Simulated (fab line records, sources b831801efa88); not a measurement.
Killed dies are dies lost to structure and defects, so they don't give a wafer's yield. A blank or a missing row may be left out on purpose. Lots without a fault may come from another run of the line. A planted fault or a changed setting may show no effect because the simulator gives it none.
A struck lot beside a sound one | flow sky130 | 15 steps out of a route of 708
Sound: wafers L375.2, L375.4, L375.6. Struck: wafers L377.1, L377.3, L377.5. The cause comes at the end.
At each step with rows: each side's tool, then ch and its chambers, then its first start. Under that, the readings that differ: sound wafers | struck wafers | difference of the means | sigmas: that difference in standard deviations of wafers without a fault.
alike: readings whose means differ by less than 2 such deviations, and words and numbers that are the same on both sides. not compared: withheld readings, readings that some wafer has no value for, bounds like >300 that may hide the same value, and numbers for which the record gives no deviation and whose values overlap.
The two part at a step that has a row with sigmas, a row that says differs or no value, or rows on one side only. Numbers that don't overlap but have no deviation are shown without sigmas and don't part them. A reading that every wafer of one side lacks parts them only if that side has two wafers or more.

first, 8 steps without rows for these wafers: SKY_LOCAL_INTERCONNECT_DEHYDRATE_03 (time 60 s); SKY_LOCAL_INTERCONNECT_HMDS_04 (prime time 60 s); SKY_LOCAL_INTERCONNECT_COAT_05 (resist thk 60 nm); SKY_LOCAL_INTERCONNECT_COAT_06 (resist thk 450 nm); SKY_LOCAL_INTERCONNECT_SOFTBAKE_07 (time 90 s); SKY_LOCAL_INTERCONNECT_EXPOSE_08 (exposes mask LI1M, target cd 170 nm); SKY_LOCAL_INTERCONNECT_PEB_09; SKY_LOCAL_INTERCONNECT_DEVELOP_10 (develop time 60 s).
SKY_LOCAL_INTERCONNECT_CD_MEAS_11: target cd 170 nm.
  sound on cd_sem-02, day 30 22:59; struck on cd_sem-02, day 32 01:05
  alike: cd_nm
SKY_LOCAL_INTERCONNECT_OVL_MEAS_12:
  sound on overlay-02, day 30 23:05; struck on overlay-01, day 32 01:12
  alike: LOCAL_INTERCONNECT_OVL
SKY_LOCAL_INTERCONNECT_ETCH_13: etches BARC in N2/H2, stops on SiO2, time 45.9 s, target depth 60 nm.
  sound on rie_metal-04 ch 0, day 30 23:07; struck on rie_metal-04 ch 0,1, day 32 01:14
  alike: drypump_motor_current_A, oes_product_au, throttle_valve_pct
  not compared: rf_hours_counter_h
SKY_LOCAL_INTERCONNECT_METAL_ETCH_14: etches TiN in Cl2/BCl3, stops on PSG, target depth 110 nm, time 31.4 s.
  sound on rie_metal-04 ch 0, day 30 23:11; struck on rie_metal-04 ch 0,1, day 32 01:18
  alike: drypump_motor_current_A, oes_product_au, throttle_valve_pct
  not compared: rf_hours_counter_h
SKY_LOCAL_INTERCONNECT_STRIP_15: strips in O2/N2.
  sound on plasma_asher-04 ch 1, day 30 23:14; struck on plasma_asher-03 ch 0,1, day 32 01:21
  no value came back on the struck wafers for chamber_pressure_mTorr (mTorr), drypump_motor_current_A (A), oes_product_au (a.u.), strip_time_to_endpoint_s (s); on the sound wafers chamber_pressure_mTorr (mTorr) reads 1502.7 1500.2 1500.3
  reading                                                   | sound | struck          | difference | sigmas
  model.KrF-thick_of_LOCAL_INTERCONNECT_COAT_06.thk_nm (nm) | 0 0 0 | 347.5 348 345.6 | +347.0     |
  not compared: rf_hours_counter_h
then, 1 step without rows for these wafers: SKY_LOCAL_INTERCONNECT_STRIP_16 (strips in post etch residue remover, time 1200 s).
-- the record jumps here: 15 days lie between the struck wafers' starts before and after (it left off in module LOCAL_INTERCONNECT and takes up again in module PAD_OPEN, whose first step shown is number 708 of the route) --
SKY_PAD_OPEN_PROBE_99:
  sound on prober-02, day 46 06:05; struck on prober-02, day 47 03:32
  reading            | sound    | struck      | difference | sigmas
  killed_at_contacts | 27 30 19 | 428 434 413 | +400       | +85
  killed_dies        | 98 91 80 | 492 492 492 | +402       | +43
  killed_on_rim      | 22 21 17 | 96 96 96    | +76        | +19
  alike: killed_at_M0_to_M3, killed_at_M4_up, killed_at_front_end, killed_at_other, killed_open, killed_short

WHERE THEY PART
First at SKY_LOCAL_INTERCONNECT_STRIP_15; last, within this record, at SKY_PAD_OPEN_PROBE_99.

WHY: what the simulator had put in
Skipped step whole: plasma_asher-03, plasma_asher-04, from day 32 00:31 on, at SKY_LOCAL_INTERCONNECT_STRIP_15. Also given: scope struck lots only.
